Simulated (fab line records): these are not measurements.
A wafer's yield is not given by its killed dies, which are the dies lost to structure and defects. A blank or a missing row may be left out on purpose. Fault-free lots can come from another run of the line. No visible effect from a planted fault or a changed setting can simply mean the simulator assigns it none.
fab line records ; flow sky130
record: lots: 6; wafers: 18; lastDay: 50
route steps=708 shown METAL4@627 VIA4@639 PAD_OPEN@708
lots that met no fault: from a run of the same line without faults
startH: start of the lot's first displayed wafer, in hours after the record's first day ; waitH: how many hours have passed since the lot's step before this one ; " repeats the value in the row above ; L1.1+2: several wafers, shown together as one row ; - no value, or no start given ; * or withheld: withheld ; < > ~ a bound
route shown NAME@n: names a module that has steps shown in the file, with the first one's number in the route ; usual: average and standard deviation across the fault-free wafers ; same: alike in all rows ; chamber/n: place in a boat ; sites: per-site readings ; _std_site: standard deviation across them ; _edge_site: mean of outer sites minus mean of inner sites ; radiusMm: for every site, how far away it sits from the centre of the wafer ; mask NAME#n: copy n ; behind: the most recent tool/chamber to have shaped the wafer ; hold: why the lot was held/for how many hours/how that ended ; device: the n, p or np transistor that did not switch ; end of line: the same wafers' tests at the end of the route ; a step without rows: its recipe alone ; killed: the dies lost at the first sort to structure and to defects; this is not the yield of the wafer ; map: a wafer's dies, x killed, . not, _ none there
set.NAME: the setting as run; set.NAME@STEP: as run at that earlier step ; model.NAME: the simulator's own value behind a step, which no gauge read
certain route steps with their lots: each step a table, each wafer a row
services: from which hour (startH, from the record's first day; less than 0 if before it) a tool's chamber was out of use, for how many hours, and why
== steps ==
step: SKY_METAL4_PEB_11
recipe: pebTempC: withheld; pebTimeS: withheld; resist: KrF-thick
step: SKY_METAL4_DEVELOP_12
recipe: developTimeS: 60; resist: KrF-thick; devTempC: 21
step: SKY_METAL4_CD_MEAS_13
recipe: targetCdNm: 300
usual: cdNm: 299.8/1.5
lot.wafer;tool;chamber;startH;waitH;cdNm
L231.2;cdSem-02;-;1042.99;-;298.9
L231.4;cdSem-02;-;1042.99;-;299.9
L231.5;cdSem-02;-;1042.99;-;300.0
L233.3;cdSem-01;-;1059.51;-;298.1
L233.4;cdSem-01;-;1059.51;-;300.5
L233.6;cdSem-01;-;1059.51;-;300.2
L237.1;cdSem-02;-;1078.52;-;300.5
L237.4;cdSem-02;-;1078.52;-;299.6
L237.5;cdSem-02;-;1078.52;-;298.4
L241.3;cdSem-01;-;1098.23;-;301.6
L241.5;cdSem-01;-;1098.23;-;302.1
L241.6;cdSem-01;-;1098.23;-;301.2
L244.1;cdSem-02;-;1120.77;-;301.1
L244.5;cdSem-02;-;1120.77;-;302.4
L244.6;cdSem-02;-;1120.77;-;300.7
L246.1;cdSem-02;-;1124.65;-;300.6
L246.3;cdSem-02;-;1124.65;-;300.1
L246.4;cdSem-02;-;1124.65;-;300.8
step: SKY_METAL4_OVL_MEAS_14
usual: METAL4_OVL: 1/6.7
lot.wafer;tool;chamber;startH;waitH;METAL4_OVL[nm]
L231.2;overlay-01;-;1043.09;0.1;6
L231.4;overlay-01;-;1043.09;0.1;1
L231.5;overlay-01;-;1043.09;0.1;-10
L233.3;overlay-01;-;1059.60;0.1;3
L233.4;overlay-01;-;1059.60;0.1;-1
L233.6;overlay-01;-;1059.60;0.1;-7
L237.1;overlay-02;-;1078.64;0.1;-1
L237.4;overlay-02;-;1078.64;0.1;-5
L237.5;overlay-02;-;1078.64;0.1;2
L241.3;overlay-02;-;1098.32;0.1;-3
L241.5;overlay-02;-;1098.32;0.1;-2
L241.6;overlay-02;-;1098.32;0.1;8
L244.1;overlay-02;-;1120.89;0.1;-5
L244.5;overlay-02;-;1120.89;0.1;-1
L244.6;overlay-02;-;1120.89;0.1;4
L246.1;overlay-02;-;1124.77;0.1;2
L246.3;overlay-02;-;1124.77;0.1;4
L246.4;overlay-02;-;1124.77;0.1;-9
step: SKY_METAL4_DESCUM_15
recipe: chemistry: O2; sourcePowerW: 150; biasPowerW: 0; pressureMtorr: 10; tempC: 40; timeS: 8
usual: drypumpMotorCurrentA: 5.71/0.29; oesProductAu: 0.995/0.012
lot.wafer;tool;chamber;startH;waitH;drypumpMotorCurrentA;oesProductAu;rfHoursCounterH
L231.2;rieMetal-03;0;1043.12;0.0;5.70;0.993;13
L231.4;rieMetal-03;1;1043.12;0.0;5.49;0.989;-
L231.5;rieMetal-03;0;1043.12;0.0;5.69;0.986;-
L233.3;rieMetal-03;0;1059.63;0.0;5.69;0.994;-
L233.4;rieMetal-03;1;1059.63;0.0;5.47;0.986;-
L233.6;rieMetal-03;1;1059.63;0.0;5.47;0.997;-
L237.1;rieMetal-03;0;1078.67;0.0;5.69;0.976;16
L237.4;rieMetal-03;1;1078.67;0.0;5.49;0.987;-
L237.5;rieMetal-03;1;1078.67;0.0;5.49;0.978;-
L241.3;rieMetal-02;1;1098.35;0.0;5.56;0.999;-
L241.5;rieMetal-02;0;1098.35;0.0;6.29;0.992;-
L241.6;rieMetal-02;1;1098.35;0.0;5.58;0.999;-
L244.1;rieMetal-03;1;1120.92;0.0;5.47;0.999;19
L244.5;rieMetal-03;1;1120.92;0.0;5.47;1.005;-
L244.6;rieMetal-03;1;1120.92;0.0;5.48;1.003;-
L246.1;rieMetal-03;1;1124.80;0.0;5.46;1.005;20
L246.3;rieMetal-03;1;1124.80;0.0;5.47;1.004;-
L246.4;rieMetal-03;1;1124.80;0.0;5.47;1.000;-
step: SKY_METAL4_ETCH_16
recipe: chemistry: N2/H2; target: BARC; ionEnergyEv: 200; biasW: 100; pressureMtorr: 30; n2FlowSccm: 100; h2FlowSccm: 200; icpW: 500; stopOn: SiO2; timeS: 88.2; targetDepthA: 600
step: SKY_METAL4_ETCH_17
recipe: target: SiO2; stopOn: TiN; chemistry: C4F8/O2/Ar; sourceW: 1500; biasW: 1200; pressureMtorr: 40; c4f8FlowSccm: withheld; O2_flow_sccm: 6; Ar_flow_sccm: 300; timeS: 3.9; targetDepthA: 150
usual: oesProductAu: 0.756/0.0075
lot.wafer;tool;chamber;startH;waitH;oesProductAu;rfHoursCounterH
L231.2;rieDiel-02;0;1043.25;0.1;0.742;15
L231.4;rieDiel-02;2;1043.25;0.1;0.747;7
L231.5;rieDiel-02;1;1043.25;0.1;0.753;-
L233.3;rieDiel-04;0;1059.75;0.0;0.755;14
L233.4;rieDiel-04;1;1059.75;0.0;0.749;17
L233.6;rieDiel-04;0;1059.75;0.0;0.765;-
L237.1;rieDiel-02;3;1078.80;0.1;0.751;8
L237.4;rieDiel-02;2;1078.80;0.1;0.763;7
L237.5;rieDiel-02;1;1078.80;0.1;0.768;-
L241.3;rieDiel-04;2;1098.47;0.0;0.773;4
L241.5;rieDiel-04;2;1098.47;0.0;0.772;-
L241.6;rieDiel-04;1;1098.47;0.0;0.764;-
L244.1;rieDiel-03;2;1121.18;0.2;0.745;18
L244.5;rieDiel-03;3;1121.18;0.2;0.753;-
L244.6;rieDiel-03;0;1121.18;0.2;0.751;-
L246.1;rieDiel-02;3;1125.06;0.2;0.748;9
L246.3;rieDiel-02;0;1125.06;0.2;0.756;17
L246.4;rieDiel-02;1;1125.06;0.2;0.758;12
step: SKY_METAL4_METAL_ETCH_18
recipe: targetDepthA: 8450; stopOn: SiO2; overEtchFrac: 0.3; timeS: 183.1; chemistry: Cl2/BCl3; resistSidewallDeg: 88; pressureMtorr: 10; icpW: 900; biasW: 48.5; Cl2_flow_sccm: 60; bcl3FlowSccm: 30
usual: drypumpMotorCurrentA: 5.8/0.34; oesProductAu: 0.865/0.0066; throttleValvePct: 22.265/0.0088
lot.wafer;tool;chamber;startH;waitH;drypumpMotorCurrentA;oesProductAu;rfHoursCounterH;throttleValvePct
L231.2;rieMetal-02;1;1043.27;0.0;5.6;0.868;6;22.267
L231.4;rieMetal-02;1;1043.27;0.0;5.6;0.857;-;22.266
L231.5;rieMetal-02;1;1043.27;0.0;5.6;0.857;-;22.268
L233.3;rieMetal-02;1;1059.83;0.1;5.6;0.860;-;22.275
L233.4;rieMetal-02;0;1059.83;0.1;6.3;0.859;-;22.261
L233.6;rieMetal-02;1;1059.83;0.1;5.6;0.861;-;22.257
L237.1;rieMetal-02;1;1078.82;0.0;5.6;0.871;9;22.263
L237.4;rieMetal-02;0;1078.82;0.0;6.3;0.858;-;22.279
L237.5;rieMetal-02;1;1078.82;0.0;5.6;0.859;-;22.254
L241.3;rieMetal-03;1;1098.61;0.1;5.5;0.865;-;22.261
L241.5;rieMetal-03;1;1098.61;0.1;5.5;0.866;-;22.254
L241.6;rieMetal-03;1;1098.61;0.1;5.5;0.864;-;22.278
L244.1;rieMetal-02;0;1121.20;0.0;6.3;0.868;18;22.271
L244.5;rieMetal-02;0;1121.20;0.0;6.3;0.859;-;22.249
L244.6;rieMetal-02;1;1121.20;0.0;5.6;0.865;-;22.260
L246.1;rieMetal-02;1;1125.08;0.0;5.6;0.867;12;22.267
L246.3;rieMetal-02;1;1125.08;0.0;5.6;0.874;-;22.258
L246.4;rieMetal-02;0;1125.08;0.0;6.3;0.873;-;22.270
step: SKY_METAL4_STRIP_19
recipe: chemistry: O2/N2; powerW: 1400; pressureMtorr: 1500; platenTempC: withheld; o2FlowSccm: 3000; n2FlowSccm: 300; overashFraction: 0.5
usual: drypumpMotorCurrentA: 5.7/0.31; oesProductAu: 0.504/0.0058; stripTimeToEndpointS: 6.56/0.097
same: overashFraction: 0.5
lot.wafer;tool;chamber;startH;waitH;drypumpMotorCurrentA;oesProductAu;rfHoursCounterH;stripTimeToEndpointS
L231.2;plasmaAsher-03;0;1043.45;0.1;5.6;0.510;60;6.58
L231.4;plasmaAsher-03;0;1043.45;0.1;5.6;0.497;-;6.55
L231.5;plasmaAsher-03;0;1043.45;0.1;5.6;0.501;-;6.59
L233.3;plasmaAsher-04;1;1059.98;0.1;6.3;0.506;-;6.59
L233.4;plasmaAsher-04;0;1059.98;0.1;5.9;0.507;-;6.56
L233.6;plasmaAsher-04;1;1059.98;0.1;6.3;0.502;-;6.53
L237.1;plasmaAsher-03;0;1079.00;0.1;5.6;0.489;65;6.45
L237.4;plasmaAsher-03;1;1079.00;0.1;5.7;0.508;-;6.57
L237.5;plasmaAsher-03;0;1079.00;0.1;5.6;0.506;-;6.49
L241.3;plasmaAsher-04;1;1098.88;0.2;6.3;0.506;-;6.60
L241.5;plasmaAsher-04;1;1098.88;0.2;6.3;0.506;-;6.64
L241.6;plasmaAsher-04;0;1098.88;0.2;5.9;0.510;-;6.66
L244.1;plasmaAsher-04;1;1121.38;0.1;6.3;0.510;105;6.68
L244.5;plasmaAsher-04;1;1121.38;0.1;6.4;0.506;-;6.61
L244.6;plasmaAsher-04;0;1121.38;0.1;6.0;0.499;-;6.57
L246.1;plasmaAsher-01;1;1125.26;0.1;5.7;0.502;36;6.43
L246.3;plasmaAsher-01;0;1125.26;0.1;5.3;0.499;-;6.42
L246.4;plasmaAsher-01;1;1125.26;0.1;5.7;0.500;-;6.50
step: SKY_METAL4_STRIP_20
recipe: chemistry: postEtchResidueRemover; timeS: 1200; tempC: 72.5
step: SKY_METAL4_CLEAN_21
recipe: chemistry: IPA; timeS: 180; tempC: 25
step: SKY_METAL4_CLEAN_22
recipe: chemistry: O3/DIW; dry: n2Spin
step: SKY_VIA4_HDPCVD_00
recipe: material: SiO2; targetThkNm: 1750; sigmaOpenFrac: 0.3; timeS: 291.7; tempC: 400; sih4FlowSccm: 60; pressureMtorr: 6
usual: sih4FlowSccm: 60.01/0.18
lot.wafer;tool;chamber;startH;waitH;sih4FlowSccm;model.SiO2_of_VIA4_HDPCVD_00.thkNm
L231.2;hdpcvd-02;2;1044.20;0.0;60.01;1756
L231.4;hdpcvd-02;1;1044.20;0.0;60.07;1754
L231.5;hdpcvd-02;2;1044.20;0.0;60.38;1757
L233.3;hdpcvd-02;1;1060.54;0.0;60.08;1763
L233.4;hdpcvd-02;1;1060.54;0.0;60.17;1754
L233.6;hdpcvd-02;0;1060.54;0.0;59.86;1772
L237.1;hdpcvd-01;0;1079.66;0.0;60.05;1769
L237.4;hdpcvd-01;1;1079.66;0.0;60.08;1755
L237.5;hdpcvd-01;0;1079.66;0.0;60.09;1769
L241.3;hdpcvd-02;2;1099.45;0.0;59.94;1770
L241.5;hdpcvd-02;1;1099.45;0.0;72.01;2094
L241.6;hdpcvd-02;0;1099.45;0.0;60.28;1744
L244.1;hdpcvd-02;1;1121.97;0.0;71.80;2090
L244.5;hdpcvd-02;1;1121.97;0.0;71.98;2093
L244.6;hdpcvd-02;2;1121.97;0.0;60.14;1741
L246.1;hdpcvd-01;2;1125.85;0.0;59.84;1747
L246.3;hdpcvd-01;0;1125.85;0.0;60.24;1738
L246.4;hdpcvd-01;2;1125.85;0.0;59.76;1766
step: SKY_VIA4_THK_MEAS_01
recipe: reads: SiO2_of_VIA4_HDPCVD_00
usual: VIA4_HDPCVD_THK: 1749/18
lot.wafer;tool;chamber;startH;waitH;VIA4_HDPCVD_THK[nm]
L231.2;filmMetro-04;-;1044.39;0.1;1757
L231.4;filmMetro-04;-;1044.39;0.1;1755
L231.5;filmMetro-04;-;1044.39;0.1;1754
L233.3;filmMetro-02;-;1060.74;0.1;1762
L233.4;filmMetro-02;-;1060.74;0.1;1754
L233.6;filmMetro-02;-;1060.74;0.1;1771
L237.1;filmMetro-03;-;1079.84;0.1;1771
L237.4;filmMetro-03;-;1079.84;0.1;1754
L237.5;filmMetro-03;-;1079.84;0.1;1769
L241.3;filmMetro-02;-;1099.65;0.1;1769
L241.5;filmMetro-02;-;1099.65;0.1;2094
L241.6;filmMetro-02;-;1099.65;0.1;1744
L244.1;filmMetro-04;-;1122.15;0.1;2089
L244.5;filmMetro-04;-;1122.15;0.1;2093
L244.6;filmMetro-04;-;1122.15;0.1;1741
L246.1;filmMetro-02;-;1126.03;0.1;1748
L246.3;filmMetro-02;-;1126.03;0.1;1737
L246.4;filmMetro-02;-;1126.03;0.1;1767
step: SKY_VIA4_CMP_02
recipe: material: SiO2; downForcePsi: 4; platenRpm: 60; padVelocityMS: 0.94248
usual: headPressurePsi: 3.999/0.0088; motorCurrentA: 12.0/0.93
lot.wafer;tool;chamber;startH;waitH;headPressurePsi;motorCurrentA
L231.2;cmp-02;3;1044.44;0.0;3.998;10.5
L231.4;cmp-02;2;1044.44;0.0;4.006;12.0
L231.5;cmp-02;0;1044.44;0.0;4.012;11.5
L233.3;cmp-01;2;1060.83;0.1;4.000;12.4
L233.4;cmp-01;0;1060.83;0.1;4.012;12.4
L233.6;cmp-01;1;1060.83;0.1;3.980;12.5
L237.4;cmp-01;3;1079.95;0.1;4.012;12.4
L237.1;cmp-01;0;1079.95;0.1;4.007;12.9
L237.5;cmp-01;2;1079.95;0.1;3.990;12.6
L241.3;cmp-01;2;1099.84;0.2;4.010;12.2
L241.6;cmp-01;3;1099.84;0.2;4.006;12.2
L241.5;cmp-01;0;1099.84;0.2;4.005;12.7
L244.1;cmp-02;2;1122.36;0.2;4.007;11.4
L244.5;cmp-02;3;1122.36;0.2;3.993;11.3
L244.6;cmp-02;0;1122.36;0.2;4.005;11.9
L246.1;cmp-02;1;1126.09;0.1;4.008;14.2
L246.4;cmp-02;2;1126.09;0.1;3.990;11.5
L246.3;cmp-02;0;1126.09;0.1;3.994;12.3
step: SKY_PAD_OPEN_PROBE_99
usual: defectLimitedYield: 82.1/1.9; killed_at_M0_to_M3: 44/6.6; killed_at_M4_up: 3.0/1.9; killedAtContacts: 24/5.1; killedAtFrontEnd: 16/4.6; killedAtOther: 0.3/0.59; killedDies: 88/9.5; killedOpen: 48/6.7; killedShort: 40/6.1; sort_bin_3_pad_short: 0.9/0.43; sort_bin_5_function: 10.7/1.6; sort_bin_6_memory: 6.3/1.1; sortNPass: 404/9.5; sortYieldPct: 82.1/1.9
same: grossDies: 492; killedAtBackSide: 0; sort_bin_4_leakage[%]: 0; sort_bin_8_speed[%]: 0
lot.wafer;tool;chamber;startH;waitH;defectLimitedYield[%];killed_at_M0_to_M3;killed_at_M4_up;killedAtContacts;killedAtFrontEnd;killedAtOther;killedDies;killedOpen;killedShort;sort_bin_3_pad_short[%];sort_bin_5_function[%];sort_bin_6_memory[%];sortNPass;sortYieldPct[%]
L231.2;prober-01;-;1134.15;0.1;82.7;48;2;23;12;0;85;45;40;0.2;10.4;6.7;407;82.7
L231.4;prober-01;-;1134.25;0.2;83.7;43;1;21;15;0;80;47;33;0.4;8.5;7.3;412;83.7
L231.5;prober-01;-;1134.30;0.2;81.3;50;2;21;18;1;92;54;38;0.6;10.2;7.9;400;81.3
L233.3;prober-01;-;1147.12;0.2;81.7;48;1;21;19;1;90;50;40;0.6;11.4;6.3;402;81.7
L233.4;prober-01;-;1147.17;0.2;82.9;40;3;21;19;1;84;46;38;0.8;10.4;5.9;408;82.9
L233.6;prober-01;-;1147.27;0.2;83.9;36;2;26;14;1;79;44;35;1.0;10.8;4.3;413;83.9
L237.1;prober-01;-;1163.12;0.1;81.3;41;4;23;23;1;92;56;36;1.0;12.8;4.9;400;81.3
L237.4;prober-01;-;1163.27;0.2;83.1;38;5;27;12;1;83;36;45;1.6;10.4;4.9;409;83.1
L237.5;prober-01;-;1163.32;0.2;77.4;54;5;29;23;0;111;48;63;0.8;14.8;6.9;381;77.4
L241.3;prober-02;-;1180.77;0.2;79.3;51;3;32;16;0;102;61;40;1.4;13.0;6.3;390;79.3
L241.5;prober-02;-;1180.87;0.2;80.7;48;5;20;21;1;95;47;47;0.6;12.6;6.1;397;80.7
L241.6;prober-02;-;1180.92;0.2;80.7;39;3;26;27;0;95;54;41;1.4;10.0;7.9;397;80.7
L244.1;prober-02;-;1197.49;0.1;83.1;45;1;15;22;0;83;48;35;0.4;10.8;5.7;409;83.1
L244.5;prober-02;-;1197.69;0.2;82.9;36;2;25;21;0;84;49;35;1.0;10.6;5.5;408;82.9
L244.6;prober-02;-;1197.74;0.2;85.6;34;0;23;14;0;71;41;30;1.0;7.5;5.9;421;85.6
L246.1;prober-02;-;1201.64;0.1;83.7;44;2;24;10;0;80;43;37;0.6;11.4;4.3;412;83.7
L246.3;prober-02;-;1201.74;0.2;80.7;53;0;23;18;1;95;53;42;1.2;11.0;7.1;397;80.7
L246.4;prober-02;-;1201.79;0.2;83.3;50;0;20;11;1;82;47;35;0.4;8.9;7.3;410;83.3
killed by level:class
L231.2 VIA1:geometricParticle:open=20 LI_CONTACT:geometricParticle:open=8 VIA3:geometricParticle:short=6 POLY_GATE:geometricParticle:short=5 LOCAL_INTERCONNECT:geometricParticle:short=5 CONTACT:geometricParticle:short=4 CONTACT:geometricParticle:open=4 VIA1:geometricParticle:short=4
L231.4 VIA1:geometricParticle:open=17 CONTACT:geometricParticle:open=12 POLY_GATE:geometricParticle:short=5 VIA3:geometricParticle:short=5 POLY_GATE:geometricParticle:open=4 LI_CONTACT:geometricParticle:open=4 VIA1:geometricParticle:short=4 METAL3:geometricParticle:short=4
L231.5 VIA1:geometricParticle:open=10 VIA2:geometricParticle:open=8 VIA3:geometricParticle:open=7 POLY_GATE:geometricParticle:open=6 CONTACT:geometricParticle:open=6 FIELD_ISO:geometricParticle:open=5 VIA3:geometricParticle:short=5 CONTACT:geometricParticle:short=5
L233.3 VIA3:geometricParticle:open=11 VIA1:geometricParticle:open=8 VIA1:geometricParticle:short=7 POLY_GATE:geometricParticle:open=6 CONTACT:geometricParticle:open=6 FIELD_ISO:geometricParticle:short=5 LI_CONTACT:geometricParticle:open=5 VIA2:geometricParticle:open=5
L233.4 VIA1:geometricParticle:open=10 FIELD_ISO:geometricParticle:open=5 POLY_GATE:geometricParticle:short=5 LI_CONTACT:geometricParticle:short=5 LI_CONTACT:geometricParticle:open=5 CONTACT:geometricParticle:open=5 VIA3:geometricParticle:open=5 METAL1:geometricParticle:short=5
L233.6 LI_CONTACT:geometricParticle:open=14 CONTACT:geometricParticle:open=8 VIA1:geometricParticle:open=8 FIELD_ISO:geometricParticle:short=6 VIA1:geometricParticle:short=6 METAL1:geometricParticle:short=4 VIA2:geometricParticle:short=4 VIA3:geometricParticle:open=3
L237.1 CONTACT:geometricParticle:open=11 VIA3:geometricParticle:open=11 VIA1:geometricParticle:open=11 FIELD_ISO:geometricParticle:short=6 FIELD_ISO:geometricParticle:open=5 POLY_GATE:geometricParticle:open=5 LI_CONTACT:geometricParticle:open=4 METAL1:geometricParticle:short=4
L237.4 VIA1:geometricParticle:open=12 METAL2:geometricParticle:short=6 LI_CONTACT:geometricParticle:short=6 LI_CONTACT:geometricParticle:open=6 LOCAL_INTERCONNECT:geometricParticle:short=5 CONTACT:geometricParticle:short=5 CONTACT:geometricParticle:open=5 FIELD_ISO:geometricParticle:open=3
L237.5 VIA1:geometricParticle:open=14 CONTACT:geometricParticle:open=10 METAL1:geometricParticle:short=9 FIELD_ISO:geometricParticle:short=7 POLY_GATE:geometricParticle:short=7 LOCAL_INTERCONNECT:geometricParticle:short=7 VIA1:geometricParticle:short=7 CONTACT:geometricParticle:short=6
L241.3 VIA1:geometricParticle:open=12 CONTACT:geometricParticle:open=11 VIA3:geometricParticle:open=9 LI_CONTACT:geometricParticle:open=9 VIA2:geometricParticle:open=9 METAL1:geometricParticle:short=8 POLY_GATE:geometricParticle:short=5 VIA3:geometricParticle:short=5
L241.5 CONTACT:geometricParticle:open=9 VIA2:geometricParticle:short=7 METAL1:geometricParticle:short=7 VIA1:geometricParticle:open=7 POLY_GATE:geometricParticle:short=6 VIA3:geometricParticle:open=6 FIELD_ISO:geometricParticle:short=4 POLY_GATE:geometricParticle:open=4
L241.6 CONTACT:geometricParticle:open=12 VIA1:geometricParticle:open=9 POLY_GATE:geometricParticle:open=8 FIELD_ISO:geometricParticle:short=6 POLY_GATE:geometricParticle:short=6 LI_CONTACT:geometricParticle:open=6 VIA2:geometricParticle:open=5 VIA3:geometricParticle:open=5
L244.1 VIA1:geometricParticle:open=19 CONTACT:geometricParticle:open=9 FIELD_ISO:geometricParticle:open=8 METAL1:geometricParticle:short=7 VIA1:geometricParticle:short=6 FIELD_ISO:geometricParticle:short=4 POLY_GATE:geometricParticle:short=4 METAL2:geometricParticle:short=4
L244.5 VIA1:geometricParticle:open=12 CONTACT:geometricParticle:open=11 FIELD_ISO:geometricParticle:open=10 LOCAL_INTERCONNECT:geometricParticle:short=6 VIA1:geometricParticle:short=6 METAL2:geometricParticle:short=6 POLY_GATE:geometricParticle:open=3 VIA2:geometricParticle:open=3
L244.6 LI_CONTACT:geometricParticle:open=8 FIELD_ISO:geometricParticle:open=7 CONTACT:geometricParticle:open=7 METAL1:geometricParticle:short=7 LOCAL_INTERCONNECT:geometricParticle:short=6 VIA1:geometricParticle:open=5 VIA3:geometricParticle:open=5 VIA2:geometricParticle:open=3
L246.1 VIA1:geometricParticle:open=10 VIA3:geometricParticle:open=8 VIA1:geometricParticle:short=7 METAL1:geometricParticle:short=6 LI_CONTACT:geometricParticle:short=6 VIA2:geometricParticle:open=6 CONTACT:geometricParticle:open=6 LI_CONTACT:geometricParticle:open=5
L246.3 VIA1:geometricParticle:open=17 METAL2:geometricParticle:short=7 FIELD_ISO:geometricParticle:short=6 LOCAL_INTERCONNECT:geometricParticle:short=6 CONTACT:geometricParticle:open=6 VIA3:geometricParticle:open=6 FIELD_ISO:geometricParticle:open=5 VIA2:geometricParticle:short=5
L246.4 VIA1:geometricParticle:open=12 CONTACT:geometricParticle:open=10 VIA2:geometricParticle:open=8 VIA3:geometricParticle:open=6 METAL1:geometricParticle:short=5 VIA3:geometricParticle:short=4 FIELD_ISO:geometricParticle:short=4 VIA1:geometricParticle:short=4
== services ==
tool;chamber;startH;hours;kind
plasmaAsher-01;-;1022.59;12.5;repair
rieDiel-04;-;1024.26;0.4;repair
hdpcvd-01;0;1034.39;21.5;repair
rieDiel-03;0;1034.57;-;clean
rieDiel-03;0;1034.57;21.6;scheduledDown
rieDiel-04;-;1037.80;0.6;repair
rieDiel-04;3;1041.35;4.2;repair
plasmaAsher-01;-;1047.77;25.3;repair
plasmaAsher-04;-;1053.68;0.5;repair
hdpcvd-01;-;1054.14;8.6;repair
cmp-02;-;1058.54;3.6;pm
rieDiel-02;-;1060.15;15.6;pm
rieDiel-03;2;1066.54;9.2;repair
plasmaAsher-04;-;1069.11;1.4;repair
cmp-01;-;1071.48;3.0;repair
cmp-02;-;1087.02;4.0;pm
cmp-02;-;1091.02;-;consumableReplace:conditioner
cmp-02;-;1091.02;-;consumableReplace:pad
rieMetal-03;0;1093.79;5.3;repair
rieDiel-03;1;1099.49;7.7;repair
hdpcvd-02;-;1103.08;5.5;pm
cmp-01;-;1110.25;0.5;repair
rieMetal-03;1;1117.79;3.1;repair
hdpcvd-02;2;1122.93;8.5;repair
== key ==
firstSign: step: SKY_VIA4_HDPCVD_00; reading: sih4FlowSccm; direction: up; sigmas: 68; usual: 60.01; struck: 71.93
effect: step: SKY_VIA4_THK_MEAS_01; reading: VIA4_HDPCVD_THK; direction: up; sigmas: 19; usual: 1749; struck: 2092
modelEffect: step: SKY_VIA4_HDPCVD_00; value: SiO2_of_VIA4_HDPCVD_00.thkNm; without: 1742; struck: 2092
metAt SKY_VIA4_HDPCVD_00
struckWafers L241.5,L244.1,L244.5
onsetBetween 1060.54 1099.45
fault: kind: processParameterDrift; tool: hdpcvd-02; chamber: 1; onsetH: 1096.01; steps: SKY_VIA4_HDPCVD_00; channel: sih4FlowSccm; offset: 12; shape: step; endH: 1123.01; actsIn: theseRecipesOnly; stated: 60
